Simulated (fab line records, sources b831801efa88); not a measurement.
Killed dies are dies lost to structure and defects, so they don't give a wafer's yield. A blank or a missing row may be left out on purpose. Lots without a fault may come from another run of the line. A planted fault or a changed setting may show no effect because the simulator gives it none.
Which tool did it? | flow sky130 | 11 lots, 33 wafers sampled, at 2 steps of a route of 708

WHAT THE GAUGES READ, wafer by wafer
SKY_PASSIVATION_THK_MEAS_01. Usual: PASSIVATION_CVD_00_THK 90.0 nm, standard deviation 1.4.
lot  | measured     | on            | PASSIVATION_CVD_00_THK (nm) | flag
L866 | day 45 01:24 | film_metro-04 | 89.0 92.0 89.7              |
L867 | day 45 01:25 | film_metro-02 | 90.4 90.0 91.5              |
L868 | day 45 10:38 | film_metro-04 | 88.3 91.8 89.2              |
L870 | day 45 22:11 | film_metro-02 | 89.8 90.5 92.1              |
L872 | day 46 08:07 | film_metro-02 | 90.3 90.3 91.0              |
L873 | day 46 16:35 | film_metro-04 | 89.3 91.0 90.4              |
L876 | day 47 05:19 | film_metro-01 | 88.2 89.8 90.4              |
L877 | day 47 18:02 | film_metro-01 | 89.7 87.6 91.3              |
L878 | day 47 20:28 | film_metro-02 | 89.4 90.9 91.0              |
L880 | day 48 09:45 | film_metro-02 | 88.5 88.0 89.7              |
L882 | day 48 16:33 | film_metro-02 | 86.8 88.3 90.2              |

WHICH TOOL RAN EACH LOT (tool, then ch and the chambers of the sampled wafers, then the start)
lot  | SKY_VIA3_CVD_21
L866 | cvd_w-02 ch 0,1, day 40 21:31
L867 | cvd_w-01 ch 0,1, day 40 23:15
L868 | cvd_w-01 ch 0,1, day 41 08:17
L870 | cvd_w-01 ch 0,1, day 41 22:46
L872 | cvd_w-01 ch 0,1, day 42 08:26
L873 | cvd_w-01 ch 0,1, day 42 16:44
L876 | cvd_w-01 ch 0, day 43 09:20
L877 | cvd_w-02 ch 0,1, day 43 22:54
L878 | cvd_w-01 ch 0,1, day 44 02:35
L880 | cvd_w-02 ch 0,1, day 44 16:26
L882 | cvd_w-01 ch 0,1, day 45 02:25
- SKY_VIA3_CVD_21: deposits W, target thk 390 nm, time 117.31 s.

WHAT THE TOOLS THEMSELVES READ (means of the sampled wafers that have a number; where no wafer has one, the mark that the record gives instead)
SKY_VIA3_CVD_21. Usual: heater_power_w 790 W, standard deviation 73.
lot  | tool     | heater_power_w (W) | flag
L866 | cvd_w-02 | 758                |
L867 | cvd_w-01 | 785                |
L868 | cvd_w-01 | 787                |
L870 | cvd_w-01 | 787                |
L872 | cvd_w-01 | 813                |
L873 | cvd_w-01 | 779                |
L876 | cvd_w-01 | 771                |
L877 | cvd_w-02 | 822                |
L878 | cvd_w-01 | 790                |
L880 | cvd_w-02 | 827                |
L882 | cvd_w-01 | 786                |

THE ANSWER, worked out from the rows above alone
Rule: a lot is off if the mean of its wafers that have a number lies more than 3 standard deviations from the usual mean. A lot without any number at a reading at which 4 lots or more have one is off too. The other lots that the step has rows for count as sound. The gauges are gone through in route order, then the tools' own readings, and for those a lot's mean is taken as printed above. The first step at which some lot is off is used, and at that step the reading that is off furthest; a lot without a number counts as furthest.
No lot is off at any reading shown: from this, nothing can be told.

WHAT THE SIMULATOR HAD PUT IN
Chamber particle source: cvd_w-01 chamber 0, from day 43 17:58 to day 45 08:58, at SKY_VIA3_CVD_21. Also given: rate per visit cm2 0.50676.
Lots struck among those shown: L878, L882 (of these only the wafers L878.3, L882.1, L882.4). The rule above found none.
